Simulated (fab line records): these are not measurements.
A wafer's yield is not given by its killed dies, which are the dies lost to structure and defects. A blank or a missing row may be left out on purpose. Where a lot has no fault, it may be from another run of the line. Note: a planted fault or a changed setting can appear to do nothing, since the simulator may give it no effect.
fab line records + flow sky130
[record]
- lots = 14
- wafers = 42
- last_day = 50
route steps=708 shown FIELD_ISO@14 PWDE@55 SONOS_ONO@172
lots that met no fault: taken from a fault-free run of the same line
start_h: hours from the record's opening day to when the first of the lot's shown wafers began + wait_h: hours from the lot's prior step to this one + " same as the row above + L1.1+2: several wafers, shown together as one row + - value missing, or start not given + * or withheld: withheld + < > ~ a bound
route shown NAME@n: NAME is a module with steps in the file, n the number in the route of the first one + usual: mean and standard deviation over wafers with no fault + same: alike in all rows + chamber/n: place in a boat + sites: each site's reading + _std_site: their standard deviation + _edge_site: the outer-site mean with the inner-site mean subtracted + radius_mm: for every site, how far away it sits from the centre of the wafer + mask NAME#n: copy n + behind: tool/chamber where the wafer was last shaped + hold: cause of the lot's hold/its duration in hours/its outcome + device: the n, p or np transistor that did not switch + end of line: the tests these same wafers got at the end of their route + step lacking rows: just its recipe + killed: not the wafer's yield, but the dies lost to structure and defects at the first sort + map: the dies of a wafer, with x for killed, . for not killed, _ for no die there
set.NAME: setting as actually run; set.NAME@STEP: the setting as run at that earlier step + model.NAME: the simulator's own value behind a step, which no gauge read
the route's steps for a sample of lots (tables are steps, rows are wafers)
[[steps]]
[step SKY_FIELD_ISO_CD_MEAS_13]
[recipe]
- target_cd_nm = 150
[usual]
- cd_nm = 149.9/1.8
| lot.wafer | tool      | chamber | start_h | wait_h | cd_nm |
|-----------|-----------|---------|---------|--------|-------|
| L459.1    | cd_sem-01 | -       | 33.37   | -      | 149.3 |
| L459.2    | "         | -       | "       | "      | 147.9 |
| L459.4    | "         | -       | "       | "      | 147.8 |
| L460.2    | cd_sem-02 | -       | 39.96   | -      | 152.3 |
| L460.4    | "         | -       | "       | "      | 152.9 |
| L460.6    | "         | -       | "       | "      | 154.1 |
| L461.1    | cd_sem-02 | -       | 45.14   | -      | 150.0 |
| L461.4    | "         | -       | "       | "      | 149.7 |
| L461.6    | "         | -       | "       | "      | 149.8 |
| L462.2    | cd_sem-02 | -       | 50.42   | -      | 151.4 |
| L462.3    | "         | -       | "       | "      | 150.0 |
| L462.6    | "         | -       | "       | "      | 149.5 |
| L464.1    | cd_sem-01 | -       | 59.30   | -      | 148.7 |
| L464.2    | "         | -       | "       | "      | 147.5 |
| L464.5    | "         | -       | "       | "      | 147.7 |
| L466.1    | cd_sem-01 | -       | 69.29   | -      | 152.8 |
| L466.2    | "         | -       | "       | "      | 153.2 |
| L466.6    | "         | -       | "       | "      | 152.7 |
| L467.2    | cd_sem-02 | -       | 74.62   | -      | 149.7 |
| L467.3    | "         | -       | "       | "      | 148.2 |
| L467.5    | "         | -       | "       | "      | 150.0 |
| L468.1    | cd_sem-02 | -       | 83.62   | -      | 147.7 |
| L468.4    | "         | -       | "       | "      | 146.2 |
| L468.6    | "         | -       | "       | "      | 146.3 |
| L470.1    | cd_sem-01 | -       | 94.54   | -      | 149.9 |
| L470.3    | "         | -       | "       | "      | 148.8 |
| L470.4    | "         | -       | "       | "      | 149.4 |
| L473.2    | cd_sem-02 | -       | 106.07  | -      | 148.4 |
| L473.3    | "         | -       | "       | "      | 148.2 |
| L473.5    | "         | -       | "       | "      | 148.5 |
| L477.1    | cd_sem-02 | -       | 127.97  | -      | 153.5 |
| L477.3    | "         | -       | "       | "      | 153.2 |
| L477.6    | "         | -       | "       | "      | 154.6 |
| L478.1    | cd_sem-01 | -       | 134.05  | -      | 151.8 |
| L478.3    | "         | -       | "       | "      | 150.7 |
| L478.6    | "         | -       | "       | "      | 152.3 |
| L480.1    | cd_sem-02 | -       | 141.97  | -      | 148.3 |
| L480.2    | "         | -       | "       | "      | 150.2 |
| L480.3    | "         | -       | "       | "      | 150.3 |
| L481.2    | cd_sem-02 | -       | 147.36  | -      | 150.0 |
| L481.4    | "         | -       | "       | "      | 150.6 |
| L481.6    | "         | -       | "       | "      | 149.6 |
[step SKY_PWDE_TW_MEAS_10]
[usual]
- PWDE_TW = 377.0/2.2
| lot.wafer | tool          | chamber | start_h | wait_h | PWDE_TW |
|-----------|---------------|---------|---------|--------|---------|
| L459.1    | film_metro-03 | -       | 71.68   | 0.1    | 378.6   |
| L459.2    | "             | -       | "       | "      | 377.4   |
| L459.4    | "             | -       | "       | "      | 377.7   |
| L460.2    | film_metro-02 | -       | 80.29   | 0.1    | 375.1   |
| L460.4    | "             | -       | "       | "      | 374.0   |
| L460.6    | "             | -       | "       | "      | 374.0   |
| L461.1    | film_metro-01 | -       | 85.49   | 0.1    | 374.2   |
| L461.4    | "             | -       | "       | "      | 371.7   |
| L461.6    | "             | -       | "       | "      | 372.9   |
| L462.2    | film_metro-01 | -       | 91.89   | 0.1    | 373.6   |
| L462.3    | "             | -       | "       | "      | 375.0   |
| L462.6    | "             | -       | "       | "      | 376.6   |
| L464.1    | film_metro-02 | -       | 104.78  | 0.1    | 380.8   |
| L464.2    | "             | -       | "       | "      | 381.7   |
| L464.5    | "             | -       | "       | "      | 382.0   |
| L466.1    | film_metro-02 | -       | 110.73  | 0.1    | 380.5   |
| L466.2    | "             | -       | "       | "      | 381.0   |
| L466.6    | "             | -       | "       | "      | 380.4   |
| L467.2    | film_metro-03 | -       | 117.34  | 0.1    | 377.6   |
| L467.3    | "             | -       | "       | "      | 375.8   |
| L467.5    | "             | -       | "       | "      | 376.2   |
| L468.1    | film_metro-02 | -       | 125.38  | 0.1    | 375.5   |
| L468.4    | "             | -       | "       | "      | 374.6   |
| L468.6    | "             | -       | "       | "      | 375.9   |
| L470.1    | film_metro-02 | -       | 138.78  | 0.1    | 375.6   |
| L470.3    | "             | -       | "       | "      | 375.0   |
| L470.4    | "             | -       | "       | "      | 377.5   |
| L473.2    | film_metro-03 | -       | 150.09  | 0.1    | 378.4   |
| L473.3    | "             | -       | "       | "      | 377.6   |
| L473.5    | "             | -       | "       | "      | 378.4   |
| L477.1    | film_metro-01 | -       | 176.68  | 0.1    | 377.9   |
| L477.3    | "             | -       | "       | "      | 377.8   |
| L477.6    | "             | -       | "       | "      | 374.9   |
| L478.1    | film_metro-02 | -       | 181.14  | 0.1    | 373.9   |
| L478.3    | "             | -       | "       | "      | 372.8   |
| L478.6    | "             | -       | "       | "      | 373.5   |
| L480.1    | film_metro-01 | -       | 193.68  | 0.1    | 376.7   |
| L480.2    | "             | -       | "       | "      | 374.9   |
| L480.3    | "             | -       | "       | "      | 376.9   |
| L481.2    | film_metro-02 | -       | 198.20  | 0.1    | 376.8   |
| L481.4    | "             | -       | "       | "      | 380.2   |
| L481.6    | "             | -       | "       | "      | 379.2   |
[step SKY_SONOS_ONO_CVD_04]
[recipe]
- material = SiO2
- precursor = SiH4/N2O
- target_thk_nm = 5.7199
- temp_c = 900
- pressure_mtorr = 400
[usual]
- pressure_mtorr = 400.1/0.66
- spike_tc_bottom_C = 919.5/1.2
- spike_tc_top_C = 911.0/0.97
| lot.wafer | tool     | chamber | start_h | wait_h | pressure_mtorr | spike_tc_bottom_C | spike_tc_top_C |
|-----------|----------|---------|---------|--------|----------------|-------------------|----------------|
| L459.1    | lpcvd-03 | 1       | 260.09  | 0.1    | 400.2          | 920.2             | 909.4          |
| L459.2    | "        | 1       | "       | "      | 400.7          | 919.4             | 910.4          |
| L459.4    | "        | 1       | "       | "      | 399.8          | 918.5             | 909.2          |
| L460.2    | lpcvd-03 | 0       | 268.93  | 0.0    | 399.8          | 918.1             | 909.7          |
| L460.4    | "        | 0       | "       | "      | 399.2          | 921.3             | 911.1          |
| L460.6    | "        | 0       | "       | "      | 399.5          | 921.4             | 911.0          |
| L461.1    | lpcvd-03 | 0       | 277.09  | 0.1    | 399.9          | 919.0             | 913.6          |
| L461.4    | "        | 0       | "       | "      | 400.5          | 920.6             | 910.3          |
| L461.6    | "        | 0       | "       | "      | 400.8          | 920.5             | 910.8          |
| L462.2    | lpcvd-03 | 0       | 285.74  | 0.0    | 400.8          | 920.6             | 909.0          |
| L462.3    | "        | 0       | "       | "      | 400.1          | 917.9             | 911.9          |
| L462.6    | "        | 0       | "       | "      | 400.4          | 919.1             | 912.2          |
| L464.1    | lpcvd-03 | 0       | 304.59  | 0.1    | 399.1          | 919.4             | 910.8          |
| L464.2    | "        | 0       | "       | "      | 400.0          | 921.0             | 911.4          |
| L464.5    | "        | 0       | "       | "      | 399.0          | 919.8             | 909.9          |
| L466.1    | lpcvd-03 | 1       | 316.18  | 0.1    | 400.0          | 918.2             | 909.9          |
| L466.2    | "        | 1       | "       | "      | 400.1          | 918.2             | 910.2          |
| L466.6    | "        | 1       | "       | "      | 400.1          | 919.6             | 910.4          |
| L467.2    | lpcvd-03 | 1       | 321.91  | 0.0    | -              | -                 | -              |
| L467.3    | "        | 1       | "       | "      | -              | -                 | -              |
| L467.5    | "        | 1       | "       | "      | -              | -                 | -              |
| L468.1    | lpcvd-03 | 0       | 331.66  | 0.1    | -              | -                 | -              |
| L468.4    | "        | 0       | "       | "      | -              | -                 | -              |
| L468.6    | "        | 0       | "       | "      | -              | -                 | -              |
| L470.1    | lpcvd-03 | 1       | 354.63  | 0.1    | 399.8          | 916.3             | 912.1          |
| L470.3    | "        | 1       | "       | "      | 400.4          | 918.9             | 912.9          |
| L470.4    | "        | 1       | "       | "      | 399.2          | 918.0             | 911.0          |
| L473.2    | lpcvd-03 | 1       | 367.15  | 0.0    | 399.3          | 918.6             | 912.6          |
| L473.3    | "        | 1       | "       | "      | 400.0          | 917.8             | 910.1          |
| L473.5    | "        | 1       | "       | "      | 399.8          | 920.4             | 911.6          |
| L477.1    | lpcvd-03 | 1       | 411.76  | 0.1    | 400.4          | 917.6             | 909.8          |
| L477.3    | "        | 1       | "       | "      | 399.9          | 918.6             | 910.5          |
| L477.6    | "        | 1       | "       | "      | 399.9          | 917.5             | 911.0          |
| L478.1    | lpcvd-03 | 1       | 418.06  | 0.1    | 400.7          | 918.0             | 910.1          |
| L478.3    | "        | 1       | "       | "      | 399.9          | 918.6             | 911.7          |
| L478.6    | "        | 1       | "       | "      | 400.9          | 920.2             | 911.4          |
| L480.1    | lpcvd-03 | 1       | 433.32  | 0.1    | 399.8          | 918.5             | 910.5          |
| L480.2    | "        | 1       | "       | "      | 398.9          | 919.1             | 911.1          |
| L480.3    | "        | 1       | "       | "      | 400.1          | 919.0             | 911.7          |
| L481.2    | lpcvd-03 | 0       | 440.06  | 0.0    | 399.6          | 919.7             | 912.4          |
| L481.4    | "        | 0       | "       | "      | 399.8          | 920.9             | 912.3          |
| L481.6    | "        | 0       | "       | "      | 400.1          | 920.7             | 910.6          |
[step SKY_SONOS_ONO_OVL_MEAS_14]
[usual]
- SONOS_ONO_OVL = 0.5/1.2
| lot.wafer | tool       | chamber | start_h | wait_h | SONOS_ONO_OVL[nm] |
|-----------|------------|---------|---------|--------|-------------------|
| L459.1    | overlay-02 | -       | 285.51  | 0.1    | 2.9               |
| L459.2    | "          | -       | "       | "      | 0.4               |
| L459.4    | "          | -       | "       | "      | 2.9               |
| L460.2    | overlay-02 | -       | 295.42  | 0.1    | -1.1              |
| L460.4    | "          | -       | "       | "      | -1.9              |
| L460.6    | "          | -       | "       | "      | -1.2              |
| L461.1    | overlay-01 | -       | 303.01  | 0.1    | -0.2              |
| L461.4    | "          | -       | "       | "      | 0.1               |
| L461.6    | "          | -       | "       | "      | -3.5              |
| L462.2    | overlay-02 | -       | 313.47  | 0.1    | -1.9              |
| L462.3    | "          | -       | "       | "      | 0.1               |
| L462.6    | "          | -       | "       | "      | 0.3               |
| L464.1    | overlay-02 | -       | 331.66  | 0.1    | 0.7               |
| L464.2    | "          | -       | "       | "      | -0.5              |
| L464.5    | "          | -       | "       | "      | 0.4               |
| L466.1    | overlay-01 | -       | 345.97  | 0.1    | -1.7              |
| L466.2    | "          | -       | "       | "      | -1.1              |
| L466.6    | "          | -       | "       | "      | 0.5               |
| L470.1    | overlay-02 | -       | 384.32  | 0.1    | 0.5               |
| L470.3    | "          | -       | "       | "      | 0.0               |
| L470.4    | "          | -       | "       | "      | 0.8               |
| L473.2    | overlay-02 | -       | 397.67  | 0.1    | 0.0               |
| L473.3    | "          | -       | "       | "      | 0.6               |
| L473.5    | "          | -       | "       | "      | 1.5               |
| L477.1    | overlay-02 | -       | 442.41  | 0.1    | 0.7               |
| L477.3    | "          | -       | "       | "      | 2.4               |
| L477.6    | "          | -       | "       | "      | -0.2              |
| L478.1    | overlay-02 | -       | 449.41  | 0.1    | 0.9               |
| L478.3    | "          | -       | "       | "      | 1.1               |
| L478.6    | "          | -       | "       | "      | 2.3               |
| L480.1    | overlay-01 | -       | 464.77  | 0.1    | 0.5               |
| L480.2    | "          | -       | "       | "      | 2.5               |
| L480.3    | "          | -       | "       | "      | 1.1               |
| L481.2    | overlay-01 | -       | 472.02  | 0.1    | 0.6               |
| L481.4    | "          | -       | "       | "      | 1.6               |
| L481.6    | "          | -       | "       | "      | 0.3               |
[[key]]
[first_sign]
- step = SKY_SONOS_ONO_CVD_04
- reading = tool_record
- direction = missing
effect none on later readings
met_at SKY_SONOS_ONO_CVD_04
struck_lots L467,L468
scrapped_behind SKY_SONOS_ONO_THK_MEAS_05 L467.2,L467.3,L467.5,L468.1,L468.4,L468.6
not_acting_at SKY_FIELD_ISO_CD_MEAS_13,SKY_PWDE_TW_MEAS_10,SKY_SONOS_ONO_OVL_MEAS_14
onset_between 316.18 321.91
[fault]
- kind = skipped_step_whole
- tool = lpcvd-03
- chamber = -
- onset_h = 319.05
- steps = SKY_SONOS_ONO_CVD_04
- scope = struck_lots_only
